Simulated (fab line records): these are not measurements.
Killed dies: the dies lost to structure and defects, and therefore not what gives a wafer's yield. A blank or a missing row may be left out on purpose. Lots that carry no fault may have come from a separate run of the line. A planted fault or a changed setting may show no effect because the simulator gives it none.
A lot that was struck, set against a sound lot | flow sky130 | 17 steps out of a route of 708
Sound: wafers L618.1, L618.5, L618.6. Wafers L621.2, L621.3, L621.4 were the ones struck. The cause is given at the end.
At each step with rows: each side's tool, then ch and its chambers, then its first start. Under that, the readings that differ: sound wafers | struck wafers | difference of the means | sigmas: that difference in standard deviations of wafers without a fault.
alike: words and numbers the same on both sides, and readings whose means are apart by under 2 such deviations; not compared: readings that were withheld, readings missing a value for some wafer, numbers with overlapping values and no deviation given by the record, and bounds like >300 which may hide the same value.
The two part at a step that has a row with sigmas, a row that says differs or no value, or rows on one side only. Numbers that have no deviation but don't overlap get no sigmas and don't part them. Lack of a reading on every wafer of one side parts them only where that side has two or more wafers.

SKY_FIELD_ISO_BOW_MEAS_00:
  struck on filmMetro-03, day 2 01:01; sound on filmMetro-01, day 1 10:00
  alike: INCOMING_BOW
then, 1 step without rows for these wafers: SKY_FIELD_ISO_OXIDATION_01 (stabilise 600 s, purge 300 s, target thk 12 nm).
SKY_FIELD_ISO_THK_MEAS_02:
  struck on filmMetro-04, day 2 03:28; sound on filmMetro-04, day 1 12:12
  alike: FIELD_ISO_OXIDATION_00_THK
then, 1 step without rows for these wafers: SKY_FIELD_ISO_CVD_03 (deposits Si3N4 from DCS/NH3, target thk 165 nm, time 2830 s).
SKY_FIELD_ISO_THK_MEAS_04:
  struck on filmMetro-03, day 2 05:22; sound on filmMetro-03, day 1 14:07
  alike: FIELD_ISO_CVD_03_THK
then, 4 steps without rows for these wafers: SKY_FIELD_ISO_DEHYDRATE_05 (time 60 s); SKY_FIELD_ISO_HMDS_06 (prime time 60 s); SKY_FIELD_ISO_COAT_07 (resist thk 60 nm); SKY_FIELD_ISO_COAT_08 (resist thk 450 nm).
SKY_FIELD_ISO_SOFTBAKE_09: time 90 s.
  sound on lithoTrack-04 ch 0, day 1 21:00; struck on lithoTrack-02 ch 0, day 2 12:00
reading               | sound               | struck            | difference | sigmas
heaterPowerTotalW (W) | 57.53 57.56 57.26   | 54.45 54.62 54.44 | -2.95      | -25
plateTempC (C)        | 100.10 100.02 99.94 | 96.35 96.41 96.55 | -3.58      | -26
then, 2 steps without rows for these wafers: SKY_FIELD_ISO_EXPOSE_10 (exposes mask FOM, target cd 150 nm); SKY_FIELD_ISO_PEB_11.
SKY_FIELD_ISO_DEVELOP_12: develop time 60 s.
  sound on lithoTrack-02 ch 0; struck on lithoTrack-01 ch 0
reading                                         | sound             | struck            | difference | sigmas
model.KrF-thick_of_FIELD_ISO_COAT_08.thkNm (nm) | 436.6 436.4 436.6 | 439.5 440.4 439.3 | +3.2       | 
SKY_FIELD_ISO_CD_MEAS_13 targets a cd of 150 nm.
  struck on cdSem-02, day 2 19:50; sound on cdSem-02, day 2 05:21
  alike: cdNm
SKY_FIELD_ISO_ETCH_14: etches BARC in N2/H2, stops on SiO2, time 45.9 s, target depth 60 nm.
  sound on rieDiel-01 ch 2,3, day 2 05:28; struck on rieDiel-04 ch 0,1,2, day 2 19:56
reading                                         | sound             | struck            | difference | sigmas
model.KrF-thick_of_FIELD_ISO_COAT_08.thkNm (nm) | 393.9 392.6 393.2 | 395.7 397.6 396.3 | +3.3       | 
  alike: drypumpMotorCurrentA, n2FlowSccm, oesProductAu, throttleValvePct
  not compared: rfHoursCounterH
SKY_FIELD_ISO_ETCH_15: etches the open film in CHF3/O2, stops on Si, target depth 180 nm, time 72 s.
  sound on rieDiel-01 ch 2,3, day 2 05:31; struck on rieDiel-04 ch 0,1,2, day 2 19:59
  alike: drypumpMotorCurrentA, oesProductAu, throttleValvePct
  not compared: rfHoursCounterH
-- record jumps: 43 days separate the struck wafers' starts on either side; left off in module FIELD_ISO, taken up again in module PAD_OPEN, whose first shown step is the route's number 708 --
SKY_PAD_OPEN_PROBE_99:
  record: rows for the struck wafers here (prober-01, day 46 07:40), none for the sound ones

== WHERE THEY PART ==
At SKY_FIELD_ISO_SOFTBAKE_09 first; at SKY_PAD_OPEN_PROBE_99 last (within this record only).

WHY: what the simulator had put in
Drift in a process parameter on lithoTrack-02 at SKY_FIELD_ISO_SOFTBAKE_09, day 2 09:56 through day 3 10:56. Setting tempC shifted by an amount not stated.
